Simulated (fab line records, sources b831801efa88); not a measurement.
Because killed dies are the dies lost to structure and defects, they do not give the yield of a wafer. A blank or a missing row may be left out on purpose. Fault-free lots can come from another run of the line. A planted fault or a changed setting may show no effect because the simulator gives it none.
8D (eight disciplines) problem report, filled in by code || flow gf180mcu || the parts of the form that need people (team, actions taken, sign-off) are left out

## 1. WHAT WENT WRONG
Across 6 wafers from 2 lots, MVPSD_RS at GF_VT_IMPLANT_RS_MEAS_49 averages 1213.0 ohm/sq, while fault-free wafers read 1168.7 ohm/sq with a standard deviation of 2.8. Relative to the usual mean, that is a shift of +16 standard deviations.
The step: measures by four-point-probe.
Seen first at day 10 00:40 on film-metro-01, wafer L643.2. Wafers with a number at this step in the record: 39, from 13 lots. Rule for "out", or "out of limits": more than 4 standard deviations from the usual mean. Any other wafer with a number is counted as sound.

## 2. WHAT IT IS AND WHAT IT IS NOT
{"question": "which readings at this step", "is": "MVPSD_RS", "is not": "-"}
{"question": "which lots", "is": "L643, L646", "is not": "L634, L635, L636, L637, L638, L640, L641, L654, L655, L656, L657"}
{"question": "which wafers of those lots", "is": "all that have a number", "is not": "-"}
{"question": "read on which gauges", "is": "film-metro-01", "is not": "film-metro-03, film-metro-04"}
{"question": "when", "is": "from day 10 00:40", "is not": "up to then (21 sound wafers); but 12 sound wafers of L654, L655, L656, L657 came after"}

## 3. WHAT RULES OUT EACH SUSPECT
Counting: a tool at a process step up to the reading stays a suspect if it ran every lot that is out and no sound lot after the first of them.
- the gauge at GF_VT_IMPLANT_RS_MEAS_49: kept. All the wafers that are out were read on film-metro-01, and no step on other tools shows them out.
- implanter-03 at GF_MVPSD_IMPLANT_09: ruled out as a lasting fault. Sound lots L654, L655, L657 ran on it after its first lot that is out, L643 (day 7 05:02).
Left after counting: film-metro-01 at GF_VT_IMPLANT_RS_MEAS_49.

## 4. THE CAUSE (what the simulator had put in)
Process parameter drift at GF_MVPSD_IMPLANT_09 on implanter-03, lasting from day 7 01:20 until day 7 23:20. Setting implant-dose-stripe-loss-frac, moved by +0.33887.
It was ruled out by counting, in error; the rule expects a fault to strike all lots run on its tool from its start on, and this fault did not.

## 5. SEQUENCE OF EFFECTS, ordered by route
Each row: a reading where the mean over the struck wafers with a number is more than 3 standard deviations away from the usual. Readings are gone through only where the record gives a usual standard deviation; hours: the median, over the lots, of the time from a lot's start at the first step in this table giving one to that lot's start at this step; sigmas: the change measured in usual standard deviations.
{"hours": 0, "step": "GF_VT_IMPLANT_RS_MEAS_49", "reading": "MVPSD_RS", "usual": "1168.7 ohm/sq", "on struck wafers": 1213.0, "change": "+44.3", "sigmas": "+16"}
Later steps that measure or inspect, where all struck wafers having a row at the step show a number for every such reading and not one has moved that far: GF_V1_CD_MEAS_14, GF_V2_THK_MEAS_01.

## 6. HOW IT WOULD HAVE BEEN CAUGHT EARLIER
In this record the first reading out of limits at a measuring or inspecting step was taken at day 10 00:40, 71 hours after the fault began at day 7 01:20.
